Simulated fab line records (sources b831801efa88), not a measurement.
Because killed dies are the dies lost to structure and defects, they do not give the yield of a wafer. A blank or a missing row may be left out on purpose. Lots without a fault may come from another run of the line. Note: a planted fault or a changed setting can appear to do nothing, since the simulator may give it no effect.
fab line records	flow sky130
record: lots: 24	wafers: 72	last-day: 50
route steps=708 shown LI_CONTACT@385 CONTACT@422 METAL2@500 VIA2@508 METAL3@535
lots untouched by any fault: they come from a run of this same line in which no faults occurred
start-h: hours from the record's first day to the start of the lot's first wafer shown	wait-h: how many hours have passed since the lot's step before this one	" the same as in the row above	L1.1+2: a single row standing in for several wafers	- value missing, or start not given	* or withheld: withheld	< > ~ a bound
route shown NAME@n: NAME is a module with steps in the file, n the number in the route of the first one	usual: mean and standard deviation over wafers with no fault	same: alike in all rows	chamber/n: place in a boat	sites: readings site by site	_std_site: standard deviation of those values	_edge_site: inner sites' mean taken away from outer sites' mean	radius-mm: for every site, how far away it sits from the centre of the wafer	mask NAME#n: copy n	behind: the last tool/chamber to shape the wafer	hold: cause of the lot's hold/its duration in hours/its outcome	device: names the non-switching transistor (n, p or np)	end of line: the same wafers' tests at the end of the route	step lacking rows: just its recipe	killed: the dies lost at the first sort to structure and to defects; this is not the yield of the wafer	map: shows each die of a wafer: x if killed, . if not, _ if none is there
set.NAME: the run value of the setting; set.NAME@STEP: its run value at that earlier step	model.NAME: the simulator's own value behind a step, which no gauge read
the route's steps for a sample of lots (tables are steps, rows are wafers)
services: when a tool's chamber went out of use (start-h, in hours from the record's first day, below 0 if earlier), for how many hours, and the reason
== steps ==
step: SKY_LI_CONTACT_THK_MEAS_23
recipe: thk-meas-gauge: xrf	reads: W_of_LI_CONTACT_CVD_21
usual: LI_CONTACT_W_THK: 403/5.1
lot.wafer	tool	chamber	start-h	wait-h	LI_CONTACT_W_THK[nm]
L074.2	film-metro-03	-	684.84	0.1	405
L074.4	"	-	"	"	402
L074.6	"	-	"	"	400
L075.1	film-metro-01	-	686.54	0.1	392
L075.2	"	-	"	"	401
L075.4	"	-	"	"	397
L076.2	film-metro-01	-	689.50	0.1	391
L076.3	"	-	"	"	395
L076.4	"	-	"	"	396
L077.2	film-metro-01	-	700.35	0.1	403
L077.4	"	-	"	"	406
L077.6	"	-	"	"	400
L078.1	film-metro-01	-	707.01	0.1	407
L078.5	"	-	"	"	404
L078.6	"	-	"	"	407
L079.4	film-metro-03	-	717.78	0.1	401
L079.5	"	-	"	"	408
L079.6	"	-	"	"	400
L080.1	film-metro-03	-	721.37	0.1	399
L080.2	"	-	"	"	394
L080.5	"	-	"	"	396
L081.2	film-metro-01	-	733.93	0.1	404
L081.4	"	-	"	"	396
L081.6	"	-	"	"	396
L082.1	film-metro-04	-	742.97	0.1	395
L082.4	"	-	"	"	399
L082.6	"	-	"	"	401
L083.4	film-metro-04	-	755.17	0.1	403
L083.5	"	-	"	"	401
L083.6	"	-	"	"	398
L084.2	film-metro-04	-	755.93	0.1	400
L084.4	"	-	"	"	401
L084.6	"	-	"	"	399
L085.2	film-metro-01	-	766.20	0.1	408
L085.5	"	-	"	"	410
L085.6	"	-	"	"	407
L086.2	film-metro-03	-	773.33	0.1	408
L086.4	"	-	"	"	404
L086.6	"	-	"	"	409
L087.2	film-metro-01	-	806.48	0.1	405
L087.4	"	-	"	"	405
L087.5	"	-	"	"	402
L088.1	film-metro-04	-	807.07	0.1	407
L088.3	"	-	"	"	407
L088.4	"	-	"	"	404
L089.2	film-metro-03	-	807.43	0.1	413
L089.3	"	-	"	"	409
L089.4	"	-	"	"	410
L090.1	film-metro-04	-	808.37	0.1	403
L090.4	"	-	"	"	397
L090.6	"	-	"	"	407
L091.2	film-metro-03	-	809.93	0.1	405
L091.3	"	-	"	"	406
L091.6	"	-	"	"	414
L092.1	film-metro-01	-	811.67	0.1	408
L092.3	"	-	"	"	410
L092.4	"	-	"	"	410
L093.2	film-metro-01	-	813.78	0.1	405
L093.5	"	-	"	"	409
L093.6	"	-	"	"	404
L094.1	film-metro-03	-	824.87	0.1	412
L094.4	"	-	"	"	408
L094.6	"	-	"	"	402
L095.1	film-metro-04	-	837.79	0.1	405
L095.2	"	-	"	"	401
L095.5	"	-	"	"	407
L096.2	film-metro-03	-	849.83	0.1	412
L096.4	"	-	"	"	409
L096.5	"	-	"	"	409
L097.2	film-metro-01	-	850.95	0.1	391
L097.4	"	-	"	"	399
L097.6	"	-	"	"	399
step: SKY_CONTACT_ETCH_16
recipe: chemistry: N2/H2	target: BARC	ion-energy-ev: 200	source-w: 500	bias-w: 100	pressure-mtorr: 30	n2-flow-sccm: 100	h2-flow-sccm: 200	stop-on: SiO2	time-s: 45.9	target-depth-a: 600
usual: drypump-motor-current-A: 5.6/0.49	oes-product-au: 0.854/0.0049	rf-fwd-power-W: 494.2/2.2	throttle-valve-pct: 13.223/0.0094
same: time-s: 45.9
lot.wafer	tool	chamber	start-h	wait-h	drypump-motor-current-A	oes-product-au	rf-fwd-power-W	rf-hours-counter-h	throttle-valve-pct
L074.2	rie-diel-01	3	742.51	0.0	6.0	0.856	496.0	12	13.227
L074.4	"	1	"	"	5.7	0.860	491.8	5	13.217
L074.6	"	3	"	"	6.1	0.854	494.0	-	13.233
L075.1	rie-diel-04	2	743.63	0.0	6.3	0.854	493.8	5	13.220
L075.2	"	3	"	"	5.9	0.856	494.1	16	13.227
L075.4	"	3	"	"	5.9	0.853	493.3	-	13.240
L076.2	rie-diel-03	1	747.37	0.0	5.0	0.854	495.9	2	13.222
L076.3	"	3	"	"	5.8	0.855	490.7	17	13.228
L076.4	"	2	"	"	6.0	0.861	495.7	8	13.232
L077.2	rie-diel-01	3	757.92	0.0	6.0	0.860	495.1	13	13.221
L077.4	"	2	"	"	5.7	0.853	496.2	6	13.235
L077.6	"	3	"	"	6.1	0.852	494.6	-	13.214
L078.1	rie-diel-01	2	764.42	0.0	5.7	0.861	494.7	6	13.217
L078.5	"	1	"	"	5.7	0.858	495.3	-	13.229
L078.6	"	0	"	"	5.2	0.847	495.4	-	13.226
L079.4	rie-diel-01	3	773.76	0.0	6.1	0.858	496.0	13	13.227
L079.5	"	0	"	"	5.3	0.860	497.8	-	13.213
L079.6	"	3	"	"	6.0	0.844	495.5	-	13.236
L080.1	rie-diel-04	3	778.27	0.0	5.9	0.846	498.7	17	13.214
L080.2	"	2	"	"	6.3	0.846	494.1	6	13.222
L080.5	"	0	"	"	5.7	0.850	493.9	-	13.215
L081.2	rie-diel-03	3	788.76	0.0	5.8	0.846	496.4	18	13.203
L081.4	"	1	"	"	5.0	0.860	496.3	3	13.203
L081.6	"	2	"	"	6.0	0.853	489.3	-	13.224
L082.1	rie-diel-04	0	797.56	0.0	5.7	0.857	493.2	2	13.221
L082.4	"	0	"	"	5.7	0.859	494.1	-	13.219
L082.6	"	0	"	"	5.7	0.860	495.0	-	13.231
L083.4	rie-diel-04	3	811.42	0.0	5.9	0.847	495.7	19	13.211
L083.5	"	1	"	"	5.1	0.851	495.8	-	13.218
L083.6	"	0	"	"	5.7	0.851	492.5	-	13.235
L084.2	rie-diel-03	3	811.81	0.0	5.8	0.856	490.1	19	13.221
L084.4	"	1	"	"	5.0	0.861	498.7	4	13.228
L084.6	"	2	"	"	6.0	0.858	491.7	-	13.233
L085.2	rie-diel-03	0	822.64	0.0	4.6	0.846	498.3	5	13.209
L085.5	"	2	"	"	6.0	0.852	494.0	-	13.225
L085.6	"	3	"	"	5.8	0.853	490.0	-	13.222
L086.2	rie-diel-03	3	827.76	0.0	5.9	0.854	491.5	20	13.218
L086.4	"	0	"	"	4.6	0.854	495.7	5	13.224
L086.6	"	0	"	"	4.6	0.856	496.1	-	13.254
L087.2	rie-diel-03	1	861.41	0.0	5.0	0.842	495.0	5	13.235
L087.4	"	0	"	"	4.6	0.854	496.1	6	13.239
L087.5	"	0	"	"	4.6	0.863	498.3	-	13.210
L088.1	rie-diel-01	3	861.52	0.0	6.0	0.865	497.5	16	13.235
L088.3	"	1	"	"	5.7	0.852	494.0	9	13.253
L088.4	"	2	"	"	5.7	0.845	493.8	9	13.208
L089.2	rie-diel-04	3	861.79	0.0	5.9	0.857	496.5	20	13.225
L089.3	"	0	"	"	5.7	0.855	492.2	4	13.215
L089.4	"	1	"	"	5.1	0.866	493.6	1	13.213
L090.1	rie-diel-03	2	862.91	0.0	5.9	0.858	492.3	12	13.240
L090.4	"	3	"	"	5.8	0.847	491.8	21	13.221
L090.6	"	1	"	"	5.0	0.848	495.4	-	13.230
L091.2	rie-diel-04	1	863.87	0.0	5.1	0.856	494.6	2	13.215
L091.3	"	2	"	"	6.2	0.857	494.1	9	13.234
L091.6	"	0	"	"	5.8	0.848	492.8	-	13.221
L092.1	rie-diel-04	0	865.77	0.0	5.7	0.853	493.1	4	13.237
L092.3	"	1	"	"	5.1	0.852	491.3	2	13.221
L092.4	"	2	"	"	6.3	0.852	492.1	9	13.221
L093.2	rie-diel-04	0	868.99	0.0	5.8	0.855	494.5	5	13.228
L093.5	"	0	"	"	5.8	0.849	495.3	-	13.229
L093.6	"	3	"	"	5.9	0.855	494.0	-	13.223
L094.1	rie-diel-04	2	879.67	0.0	6.3	0.855	493.7	9	13.225
L094.4	"	0	"	"	5.7	0.849	493.5	5	13.210
L094.6	"	1	"	"	5.1	0.848	493.0	-	13.226
L095.1	rie-diel-04	1	891.39	0.0	5.1	0.858	493.9	3	13.217
L095.2	"	0	"	"	5.7	0.855	492.7	5	13.234
L095.5	"	1	"	"	5.1	0.853	492.0	-	13.222
L096.2	rie-diel-01	0	903.51	0.0	5.3	0.853	493.9	14	13.221
L096.4	"	1	"	"	5.8	0.846	495.8	10	13.215
L096.5	"	2	"	"	5.7	0.852	492.2	-	13.224
L097.2	rie-diel-03	3	904.07	0.0	5.8	0.855	488.7	22	13.228
L097.4	"	2	"	"	6.0	0.856	495.0	-	13.222
L097.6	"	0	"	"	4.6	0.854	498.0	-	13.235
step: SKY_METAL2_DESCUM_17
recipe: chemistry: O2	source-power-w: 150	bias-power-w: 0	pressure-mtorr: 10	temp-c: 40	time-s: 8
usual: drypump-motor-current-A: 6.0/0.44	oes-product-au: 1.001/0.0083	rf-fwd-power-W: 146.8/0.59
same: time-s: 8
lot.wafer	tool	chamber	start-h	wait-h	drypump-motor-current-A	oes-product-au	rf-fwd-power-W	rf-hours-counter-h
L074.2	rie-metal-04	0	826.56	0.0	5.8	1.003	146.4	16
L074.4	"	0	"	"	5.8	1.007	146.6	-
L074.6	"	0	"	"	5.8	1.012	146.6	-
L075.1	rie-metal-03	1	827.99	0.0	5.4	1.005	146.6	15
L075.2	"	0	"	"	5.5	1.002	146.8	2
L075.4	"	1	"	"	5.4	0.994	147.4	-
L076.2	rie-metal-03	0	830.87	0.0	5.6	0.993	146.0	2
L076.3	"	1	"	"	5.4	1.001	145.8	-
L076.4	"	0	"	"	5.6	1.004	145.1	-
L077.2	rie-metal-04	0	842.41	0.0	5.8	0.997	147.2	17
L077.4	"	1	"	"	6.6	1.002	146.4	-
L077.6	"	1	"	"	6.6	1.004	147.8	-
L078.1	rie-metal-03	0	850.06	0.0	5.6	0.998	146.5	3
L078.5	"	0	"	"	5.6	1.001	146.0	-
L078.6	"	0	"	"	5.6	1.001	146.1	-
L079.4	rie-metal-01	0	856.81	0.1	6.4	0.987	146.4	-
L079.5	"	0	"	"	6.4	0.998	147.0	-
L079.6	"	0	"	"	6.4	0.987	146.5	-
L080.1	rie-metal-01	1	862.14	0.0	6.2	1.002	146.8	0
L080.2	"	0	"	"	6.4	0.990	147.3	3
L080.5	"	0	"	"	6.4	0.983	147.3	-
L081.2	rie-metal-01	0	873.16	0.0	6.4	0.987	147.8	3
L081.4	"	1	"	"	6.2	1.009	146.8	-
L081.6	"	0	"	"	6.4	0.990	147.3	-
L082.1	rie-metal-03	0	881.06	0.0	5.6	1.000	146.2	5
L082.4	"	0	"	"	5.6	0.992	146.2	-
L082.6	"	0	"	"	5.6	1.001	147.3	-
L083.4	rie-metal-04	1	894.65	0.0	6.6	0.999	147.2	-
L083.5	"	1	"	"	6.5	1.001	147.0	-
L083.6	"	1	"	"	6.5	0.993	147.1	-
L084.2	rie-metal-03	0	894.97	0.0	5.6	1.007	145.7	5
L084.4	"	1	"	"	5.5	1.013	146.2	-
L084.6	"	1	"	"	5.4	1.007	146.6	-
L085.2	rie-metal-04	1	905.00	0.0	6.5	1.006	146.8	-
L085.5	"	1	"	"	6.6	1.000	147.8	-
L085.6	"	1	"	"	6.6	1.004	147.2	-
L086.2	rie-metal-01	0	910.46	0.0	6.4	0.983	146.7	4
L086.4	"	1	"	"	6.2	0.993	147.3	-
L086.6	"	1	"	"	6.2	1.003	147.2	-
L087.2	rie-metal-03	1	941.37	0.0	5.4	1.004	146.7	4
L087.4	"	0	"	"	5.5	1.009	146.4	-
L087.5	"	1	"	"	5.4	1.014	146.4	-
L088.1	rie-metal-04	1	942.52	0.0	6.6	0.995	147.5	18
L088.3	"	1	"	"	6.6	0.998	147.7	-
L088.4	"	0	"	"	5.8	1.001	145.6	-
L089.2	rie-metal-03	1	942.87	0.0	5.4	1.000	146.5	4
L089.3	"	1	"	"	5.4	0.998	147.3	-
L089.4	"	0	"	"	5.6	0.996	147.2	-
L090.1	rie-metal-01	1	943.11	0.0	6.2	0.999	147.1	4
L090.4	"	0	"	"	6.4	0.982	146.9	-
L090.6	"	0	"	"	6.4	0.990	147.6	-
L091.2	rie-metal-04	1	943.46	0.0	6.5	1.001	146.8	19
L091.3	"	0	"	"	5.8	0.996	146.1	-
L091.6	"	0	"	"	5.8	0.999	146.4	-
L092.1	rie-metal-03	1	946.22	0.0	5.5	1.008	146.1	4
L092.3	"	1	"	"	5.4	1.011	146.4	-
L092.4	"	0	"	"	5.6	1.004	146.8	-
L093.2	rie-metal-04	0	949.16	0.0	5.8	1.011	146.9	3
L093.5	"	0	"	"	5.9	1.006	146.5	-
L093.6	"	1	"	"	6.6	1.010	147.7	-
L094.1	rie-metal-04	0	958.79	0.0	5.8	0.993	146.5	3
L094.4	"	1	"	"	6.5	1.007	147.5	-
L094.6	"	1	"	"	6.5	1.011	147.8	-
L095.1	rie-metal-04	0	970.94	0.0	5.8	1.004	146.3	3
L095.2	"	1	"	"	6.6	1.013	147.7	20
L095.5	"	0	"	"	5.8	1.006	146.6	-
L096.2	rie-metal-04	1	979.91	0.0	6.6	1.004	147.5	20
L096.4	"	1	"	"	6.6	1.008	147.4	-
L096.5	"	1	"	"	6.6	1.003	147.6	-
L097.2	rie-metal-01	1	981.18	0.0	6.2	0.989	147.3	-
L097.4	"	1	"	"	6.2	0.997	147.2	-
L097.6	"	1	"	"	6.2	0.991	147.2	-
step: SKY_VIA2_THK_MEAS_01
recipe: reads: SiO2_of_VIA2_HDPCVD_00
usual: VIA2_HDPCVD_THK: 1186/11
lot.wafer	tool	chamber	start-h	wait-h	VIA2_HDPCVD_THK[nm]
L074.2	film-metro-02	-	827.53	0.1	1179
L074.4	"	-	"	"	1163
L074.6	"	-	"	"	1184
L075.1	film-metro-04	-	829.26	0.1	1179
L075.2	"	-	"	"	1170
L075.4	"	-	"	"	1170
L076.2	film-metro-04	-	831.78	0.1	1210
L076.3	"	-	"	"	1213
L076.4	"	-	"	"	1203
L077.2	film-metro-01	-	843.39	0.1	1185
L077.4	"	-	"	"	1191
L077.6	"	-	"	"	1179
L078.1	film-metro-04	-	851.15	0.1	1200
L078.5	"	-	"	"	1198
L078.6	"	-	"	"	1185
L079.4	film-metro-01	-	857.91	0.0	1186
L079.5	"	-	"	"	1182
L079.6	"	-	"	"	1173
L080.1	film-metro-04	-	863.04	0.1	1179
L080.2	"	-	"	"	1184
L080.5	"	-	"	"	1184
L081.2	film-metro-01	-	874.11	0.1	1201
L081.4	"	-	"	"	1214
L081.6	"	-	"	"	1187
L082.1	film-metro-01	-	882.06	0.2	1193
L082.4	"	-	"	"	1179
L082.6	"	-	"	"	1174
L083.4	film-metro-01	-	895.74	0.0	1182
L083.5	"	-	"	"	1177
L083.6	"	-	"	"	1194
L084.2	film-metro-04	-	895.88	0.1	1187
L084.4	"	-	"	"	1173
L084.6	"	-	"	"	1181
L085.2	film-metro-04	-	906.52	0.1	1183
L085.5	"	-	"	"	1183
L085.6	"	-	"	"	1182
L086.2	film-metro-01	-	911.38	0.1	1184
L086.4	"	-	"	"	1202
L086.6	"	-	"	"	1199
L087.2	film-metro-01	-	942.28	0.1	1190
L087.4	"	-	"	"	1184
L087.5	"	-	"	"	1199
L088.1	film-metro-01	-	943.43	0.1	1190
L088.3	"	-	"	"	1179
L088.4	"	-	"	"	1186
L089.2	film-metro-01	-	943.78	0.1	1173
L089.3	"	-	"	"	1184
L089.4	"	-	"	"	1169
L090.1	film-metro-04	-	944.05	0.1	1184
L090.4	"	-	"	"	1183
L090.6	"	-	"	"	1199
L091.2	film-metro-02	-	944.38	0.1	1201
L091.3	"	-	"	"	1191
L091.6	"	-	"	"	1198
L092.1	film-metro-04	-	947.13	0.1	1188
L092.3	"	-	"	"	1190
L092.4	"	-	"	"	1191
L093.2	film-metro-02	-	950.08	0.1	1181
L093.5	"	-	"	"	1171
L093.6	"	-	"	"	1183
L094.1	film-metro-01	-	959.69	0.1	1187
L094.4	"	-	"	"	1175
L094.6	"	-	"	"	1178
L095.1	film-metro-04	-	971.91	0.1	1183
L095.2	"	-	"	"	1170
L095.5	"	-	"	"	1187
L096.2	film-metro-02	-	980.83	0.1	1195
L096.4	"	-	"	"	1193
L096.5	"	-	"	"	1202
L097.2	film-metro-04	-	982.36	0.1	1180
L097.4	"	-	"	"	1179
L097.6	"	-	"	"	1168
step: SKY_VIA2_BOW_MEAS_03
recipe: mode: bow
usual: VIA2_BOW: 85/7.4
lot.wafer	tool	chamber	start-h	wait-h	VIA2_BOW[um]
L074.2	film-metro-04	-	827.90	0.2	87
L074.4	"	-	"	"	83
L074.6	"	-	"	"	87
L075.1	film-metro-04	-	829.62	0.2	95
L075.2	"	-	"	"	80
L075.4	"	-	"	"	82
L076.2	film-metro-01	-	832.15	0.1	69
L076.3	"	-	"	"	91
L076.4	"	-	"	"	88
L077.2	film-metro-04	-	843.76	0.1	79
L077.4	"	-	"	"	93
L077.6	"	-	"	"	89
L078.1	film-metro-01	-	851.51	0.1	79
L078.5	"	-	"	"	81
L078.6	"	-	"	"	90
L079.4	film-metro-01	-	858.30	0.2	73
L079.5	"	-	"	"	77
L079.6	"	-	"	"	83
L080.1	film-metro-04	-	863.69	0.2	103
L080.2	"	-	"	"	94
L080.5	"	-	"	"	95
L081.2	film-metro-02	-	874.48	0.2	74
L081.4	"	-	"	"	89
L081.6	"	-	"	"	83
L082.1	film-metro-01	-	882.42	0.1	87
L082.4	"	-	"	"	88
L082.6	"	-	"	"	89
L083.4	film-metro-02	-	896.13	0.3	86
L083.5	"	-	"	"	86
L083.6	"	-	"	"	94
L084.2	film-metro-01	-	896.25	0.1	88
L084.4	"	-	"	"	91
L084.6	"	-	"	"	72
L085.2	film-metro-01	-	906.89	0.2	74
L085.5	"	-	"	"	74
L085.6	"	-	"	"	89
L086.2	film-metro-04	-	911.75	0.2	76
L086.4	"	-	"	"	90
L086.6	"	-	"	"	88
L087.2	film-metro-02	-	942.65	0.3	85
L087.4	"	-	"	"	73
L087.5	"	-	"	"	81
L088.1	film-metro-02	-	943.81	0.3	87
L088.3	"	-	"	"	88
L088.4	"	-	"	"	86
L089.2	film-metro-01	-	944.15	0.2	90
L089.3	"	-	"	"	88
L089.4	"	-	"	"	89
L090.1	film-metro-04	-	944.41	0.2	93
L090.4	"	-	"	"	89
L090.6	"	-	"	"	97
L091.2	film-metro-01	-	944.75	0.2	84
L091.3	"	-	"	"	98
L091.6	"	-	"	"	95
L092.1	film-metro-01	-	947.49	0.1	82
L092.3	"	-	"	"	79
L092.4	"	-	"	"	92
L093.2	film-metro-01	-	950.58	0.2	80
L093.5	"	-	"	"	87
L093.6	"	-	"	"	84
L094.1	film-metro-02	-	960.05	0.1	87
L094.4	"	-	"	"	82
L094.6	"	-	"	"	97
L095.1	film-metro-01	-	972.27	0.1	62
L095.2	"	-	"	"	71
L095.5	"	-	"	"	79
L096.2	film-metro-02	-	981.20	0.2	85
L096.4	"	-	"	"	85
L096.5	"	-	"	"	85
L097.2	film-metro-01	-	982.73	0.1	82
L097.4	"	-	"	"	81
L097.6	"	-	"	"	89
step: SKY_METAL3_SPUTTER_03
recipe: material: Ti	target-thk-nm: 5	power-w: 3000	time-s: 3.3	chamber-pressure-pa: 0.4
usual: throttle-valve-pct: 29.9/1.1
same: time-s: 3.3
lot.wafer	tool	chamber	start-h	wait-h	throttle-valve-pct
L074.2	pvd-sputter-02	-	855.09	0.0	30.4
L074.4	"	-	"	"	29.2
L074.6	"	-	"	"	30.6
L075.1	pvd-sputter-02	-	857.88	0.0	27.6
L075.2	"	-	"	"	30.5
L075.4	"	-	"	"	30.7
L076.2	pvd-sputter-03	-	860.51	0.0	30.0
L076.3	"	-	"	"	30.3
L076.4	"	-	"	"	30.7
L077.2	pvd-sputter-04	-	871.90	0.0	30.0
L077.4	"	-	"	"	31.4
L077.6	"	-	"	"	31.5
L078.1	pvd-sputter-04	-	879.53	0.0	29.9
L078.5	"	-	"	"	27.5
L078.6	"	-	"	"	30.0
L079.4	pvd-sputter-02	-	886.10	0.0	30.2
L079.5	"	-	"	"	27.8
L079.6	"	-	"	"	30.6
L080.1	pvd-sputter-02	-	891.29	0.0	28.9
L080.2	"	-	"	"	30.4
L080.5	"	-	"	"	29.1
L081.2	pvd-sputter-02	-	901.98	0.0	27.9
L081.4	"	-	"	"	29.1
L081.6	"	-	"	"	30.5
L082.1	pvd-sputter-04	-	909.11	0.0	27.8
L082.4	"	-	"	"	31.4
L082.6	"	-	"	"	30.0
L083.4	pvd-sputter-02	-	921.95	0.0	29.2
L083.5	"	-	"	"	30.7
L083.6	"	-	"	"	29.3
L084.2	pvd-sputter-03	-	922.02	0.0	30.5
L084.4	"	-	"	"	30.3
L084.6	"	-	"	"	30.0
L085.2	pvd-sputter-03	-	933.04	0.0	30.0
L085.5	"	-	"	"	30.3
L085.6	"	-	"	"	30.5
L086.2	pvd-sputter-03	-	937.93	0.0	30.6
L086.4	"	-	"	"	30.7
L086.6	"	-	"	"	30.2
L087.2	pvd-sputter-03	-	968.74	0.0	30.4
L087.4	"	-	"	"	30.6
L087.5	"	-	"	"	30.5
L088.1	pvd-sputter-04	-	969.94	0.0	29.6
L088.3	"	-	"	"	31.0
L088.4	"	-	"	"	30.1
L089.2	pvd-sputter-02	-	970.24	0.0	27.8
L089.3	"	-	"	"	30.7
L089.4	"	-	"	"	29.0
L090.1	pvd-sputter-02	-	970.54	0.0	30.4
L090.4	"	-	"	"	27.2
L090.6	"	-	"	"	29.2
L091.2	pvd-sputter-04	-	970.88	0.0	31.3
L091.3	"	-	"	"	27.6
L091.6	"	-	"	"	30.4
L092.1	pvd-sputter-02	-	973.76	0.0	30.5
L092.3	"	-	"	"	30.4
L092.4	"	-	"	"	29.1
L093.2	pvd-sputter-03	-	976.33	0.0	30.7
L093.5	"	-	"	"	30.4
L093.6	"	-	"	"	30.8
L094.1	pvd-sputter-02	-	985.44	0.0	30.6
L094.4	"	-	"	"	29.0
L094.6	"	-	"	"	29.2
L095.1	pvd-sputter-03	-	998.18	0.0	30.6
L095.2	"	-	"	"	30.2
L095.5	"	-	"	"	30.5
L096.2	pvd-sputter-03	-	1006.32	0.0	30.1
L096.4	"	-	"	"	30.3
L096.5	"	-	"	"	30.5
L097.2	pvd-sputter-03	-	1008.28	0.0	30.6
L097.4	"	-	"	"	30.2
L097.6	"	-	"	"	30.9
== services ==
tool	chamber	start-h	hours	kind
pvd-sputter-02	1	730.34	-	consumable-replace:kit
pvd-sputter-02	1	730.34	18.0	scheduled-down
pvd-sputter-02	1	730.34	18.0	vent-cycle
rie-diel-04	-	735.72	2.8	pm
rie-diel-01	0	744.38	8.8	repair
pvd-sputter-03	-	745.26	2.9	repair
pvd-sputter-04	-	752.80	1.0	repair
rie-diel-03	-	756.25	0.6	repair
pvd-sputter-03	-	766.32	23.6	repair
pvd-sputter-03	-	788.46	3.2	repair
rie-diel-04	1	789.75	18.6	repair
rie-diel-04	3	794.01	5.3	repair
pvd-sputter-03	-	814.06	7.5	repair
pvd-sputter-02	-	891.58	9.5	repair
rie-diel-03	1	892.73	11.7	repair
pvd-sputter-03	-	918.92	2.0	repair
pvd-sputter-04	-	918.99	4.4	repair
rie-diel-03	1	937.90	12.2	repair
pvd-sputter-04	-	958.79	6.9	repair
rie-diel-01	3	970.75	6.0	repair
rie-diel-03	3	974.65	4.4	repair
rie-metal-01	0	977.27	4.6	repair
rie-diel-01	-	987.91	2.8	pm
rie-diel-04	-	990.30	0.2	repair
== key ==
fault none
